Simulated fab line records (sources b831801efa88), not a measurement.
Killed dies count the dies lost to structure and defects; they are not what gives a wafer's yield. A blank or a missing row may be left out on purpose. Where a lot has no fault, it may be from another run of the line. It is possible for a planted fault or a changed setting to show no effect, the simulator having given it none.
Chamber matching | flow sky130 | SKY_LI_CONTACT_CMP_02 on cmp-01: 4 sister chambers
The step polishes PSG. 8 wafers are shown with their chamber, then 6 later ones without.

## WAFERS PAIRED WITH THEIR CHAMBERS
wafer  | chamber | motorCurrentA (A) | timeToEndpointS (s)
L988.4 | 1       | 11.3              | 35.1
L990.5 | 1       | 11.8              | 32.7
L991.5 | 3       | 12.6              | 27.2
L992.3 | 2       | 13.8              | 28.7
L992.5 | 3       | 13.1              | 28.9
L102.2 | 2       | 13.8              | 30.5
L102.3 | 0       | 11.2              | 36.1
L102.5 | 0       | 10.8              | 33.0

## WAFERS WITHOUT THEIR CHAMBER
wafer  | motorCurrentA (A) | timeToEndpointS (s)
L104.1 | 12.7              | 33.1
L104.2 | 12.3              | 30.1
L104.5 | 13.5              | 30.2
L105.2 | 13.9              | 31.0
L105.4 | 10.8              | 33.1
L105.5 | 12.8              | 34.4

## WHICH CHAMBER EACH WENT THROUGH
wafer  | from the rows above          | in truth
L104.1 | can't be placed: 3 or 1 or 2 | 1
L104.2 | can't be placed: 3 or 1      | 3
L104.5 | can't be placed: 2 or 3      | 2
L105.2 | 2                            | 2
L105.4 | can't be placed: 0 or 1      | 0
L105.5 | can't be placed: 3 or 1 or 2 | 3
Correct placement for 1 of the 6. Cannot be placed on the basis of these rows: 5; the candidates contain the true chamber in 5. Wrongly placed: 0.
How it was worked out, from the rows above alone: a wafer's distance from a chamber is the root of the sum, over the readings, of the square of ((its reading less the chamber's mean) divided by the reading's scatter). The wafer belongs to the nearest chamber; if the next one is less than 2 further off, it can't be placed. Each chamber's mean is taken over the wafers shown for it. The scatter: take each reading less its chamber's mean, square it, sum over the shown wafers, divide by the number of wafers less the number of chambers, and take the root.
